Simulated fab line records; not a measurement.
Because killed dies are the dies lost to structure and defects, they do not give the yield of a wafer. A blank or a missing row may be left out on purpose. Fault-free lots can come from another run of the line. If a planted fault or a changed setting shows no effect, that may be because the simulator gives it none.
Which tool did it? ; flow gf180mcu ; Sampling: 13 lots, 39 wafers, 6 of 602 route steps

## WHAT THE GAUGES READ, wafer by wafer
GF_HV_LDD_CD_MEAS_07 targets a cd of 400 nm.
lot;measured;on;cd nm (nm)
L402;day 10 01:58;cd sem-02;401.9 401.0 398.3
L403;day 10 05:10;cd sem-02;403.4 404.1 401.8
L404;day 10 16:24;cd sem-02;398.4 400.2 399.2
L405;day 11 05:10;cd sem-01;397.9 398.8 395.6
L406;day 11 10:57;cd sem-01;401.7 400.0 401.6
L407;day 11 17:10;cd sem-02;400.3 400.7 399.8
L408;day 11 23:50;cd sem-02;399.7 400.4 400.4
L409;day 12 03:45;cd sem-02;402.1 403.2 403.0
L413;day 13 14:40;cd sem-02;403.8 402.6 402.9
L419;day 15 04:19;cd sem-02;397.6 400.0 400.5
L420;day 15 15:01;cd sem-02;398.7 399.5 398.6
L422;day 16 00:39;cd sem-01;398.7 399.8 398.5
L424;day 16 15:16;cd sem-02;397.7 396.0 398.1

GF_HV_LDD_CD_MEAS_46 targets a cd of 400 nm.
lot;measured;on;cd nm (nm)
L402;day 12 10:25;cd sem-01;399.5 398.5 400.4
L403;day 12 13:58;cd sem-02;400.4 399.2 401.8
L404;day 13 02:21;cd sem-01;403.2 403.3 400.3
L405;day 13 16:31;cd sem-02;399.5 397.8 401.1
L406;day 13 23:03;cd sem-01;403.8 402.5 400.3
L407;day 14 04:25;cd sem-02;399.0 400.2 399.8
L408;day 14 12:43;cd sem-02;396.5 396.3 396.4
L409;day 14 18:54;cd sem-01;406.5 404.0 407.1
L413;day 16 07:40;cd sem-01;- - -
L419;day 18 01:28;cd sem-02;399.0 401.3 398.4
L420;day 18 12:49;cd sem-02;398.8 403.4 405.1
L422;day 18 23:24;cd sem-02;397.7 398.9 400.2
L424;day 19 14:13;cd sem-02;403.5 401.7 400.0

GF_HV_LDD_TW_MEAS_50.
lot;measured;on;HV_LDD_4_TW
L402;day 12 10:49;film metro-03;562 564 563
L403;day 12 14:20;film metro-03;561 562 562
L404;day 13 02:45;film metro-03;561 557 557
L405;day 13 16:53;film metro-01;577 570 573
L406;day 13 23:28;film metro-01;573 577 573
L407;day 14 04:49;film metro-03;555 560 559
L408;day 14 13:07;film metro-01;569 568 569
L409;day 14 19:19;film metro-04;573 571 570
L413;day 16 08:02;film metro-01;30 30 30
L419;day 18 01:52;film metro-04;572 575 571
L420;day 18 13:13;film metro-03;553 555 556
L422;day 18 23:49;film metro-03;555 557 556
L424;day 19 14:37;film metro-04;576 574 577

GF_NSD_OVL_MEAS_08.
lot;measured;on;NSD_OVL (nm)
L402;day 13 09:41;overlay-02;-2.0 -2.0 -2.5
L403;day 13 12:23;overlay-01;-0.9 -1.7 -0.9
L404;day 14 01:56;overlay-01;-0.4 -0.6 -1.0
L405;day 14 16:23;overlay-01;-0.6 -0.8 -0.4
L406;day 14 22:37;overlay-02;-2.9 -1.1 -1.2
L407;day 15 05:26;overlay-01;0.1 0.0 -0.3
L408;day 15 12:52;overlay-01;0.7 -1.1 -1.3
L409;day 15 20:35;overlay-02;-1.5 -1.5 -1.8
L419;day 19 04:29;overlay-01;-2.6 -3.1 -2.3
L420;day 19 16:32;overlay-02;-1.0 -1.2 -0.5
L422;day 20 02:46;overlay-02;-2.7 -3.5 -0.8
L424;day 20 18:26;overlay-02;-3.6 -4.1 -4.6

GF_PSD_TW_MEAS_11.
lot;measured;on;PSD_TW
L402;day 14 06:55;film metro-03;3115 3123 3133
L403;day 14 09:56;film metro-03;3106 3127 3121
L404;day 14 23:13;film metro-03;3140 3119 3131
L405;day 15 14:47;film metro-02;3132 3135 3112
L406;day 15 20:34;film metro-03;3151 3137 3136
L407;day 16 03:52;film metro-03;3117 3140 3138
L408;day 16 11:19;film metro-04;3215 3214 3212
L409;day 16 19:04;film metro-03;3134 3134 3136
L419;day 20 05:34;film metro-02;3144 3141 3130
L420;day 20 17:43;film metro-03;3147 3143 3136
L422;day 21 03:34;film metro-04;3225 3215 3203
L424;day 21 19:07;film metro-02;3154 3132 3126

## WHAT TOOL EACH LOT RAN ON (gives the tool, then ch and the chambers of the sampled wafers, and finally the start)
lot;GF_HV_LDD_EXPOSE_43
L402;iline stepper-02 ch 0, day 12 00:51
L403;iline stepper-01 ch 0, day 12 04:05
L404;iline stepper-02 ch 0, day 12 17:04
L405;iline stepper-01 ch 0, day 13 06:26
L406;iline stepper-02 ch 0, day 13 13:16
L407;iline stepper-02 ch 0, day 13 18:19
L408;iline stepper-01 ch 0, day 14 02:54
L409;iline stepper-01 ch 0, day 14 08:33
L413;iline stepper-01 ch 0, day 15 20:02
L419;iline stepper-02 ch 0, day 17 13:54
L420;iline stepper-01 ch 0, day 18 01:17
L422;iline stepper-02 ch 0, day 18 11:17
L424;iline stepper-02 ch 0, day 19 02:36
- GF_HV_LDD_EXPOSE_43: exposes mask Pplus HV AREA, target cd 400 nm.

## WHAT THE TOOLS THEMSELVES READ (means of the sampled wafers that have a number; where no wafer has one, the mark that the record gives instead)
GF_HV_LDD_EXPOSE_43.
lot;tool;focus offset nm (nm)
L402;iline stepper-02;-0.3
L403;iline stepper-01;0.2
L404;iline stepper-02;-0.6
L405;iline stepper-01;-0.9
L406;iline stepper-02;-0.4
L407;iline stepper-02;-0.6
L408;iline stepper-01;-0.1
L409;iline stepper-01;-0.2
L413;iline stepper-01;0.8
L419;iline stepper-02;0.1
L420;iline stepper-01;-0.5
L422;iline stepper-02;-0.1
L424;iline stepper-02;-0.4

## THE ANSWER, worked out from the rows above alone
Rule: usual is defined by the lots themselves. The widest of any qualifying gaps counts: lots, ordered by their means at a reading, are off when they make up no more than a third of the lots, leave a main group of 4 or more, and stand apart from it by 3 or more times the standard deviation of that group's means. Not used: any main group whose means are identical at the precision the tables above print for the reading. Also off: a lot with no number at a reading for which 4 or more lots have one. Any other lot the step has rows for is counted as sound. First the gauges in route order, then the tools' own readings, where a lot's mean is used as printed above. The first step at which some lot is off is used, and at that step the reading that is off furthest; a lot without a number counts as furthest.
Off at GF_HV_LDD_CD_MEAS_46 (cd nm): L413. Without a number there: L413. For the main group the mean is 400.7 nm and the standard deviation 2.3.
If a tool, at a process step before that reading, ran all the lots that are off and no sound lot after the first of them, it fits. The gauges at GF_HV_LDD_CD_MEAS_46 aren't tried: what is off there is off at GF_HV_LDD_TW_MEAS_50 too, on other tools, and a gauge's error can't cause that. None of those tried fits.

## WHAT WAS PUT IN BY THE SIMULATOR
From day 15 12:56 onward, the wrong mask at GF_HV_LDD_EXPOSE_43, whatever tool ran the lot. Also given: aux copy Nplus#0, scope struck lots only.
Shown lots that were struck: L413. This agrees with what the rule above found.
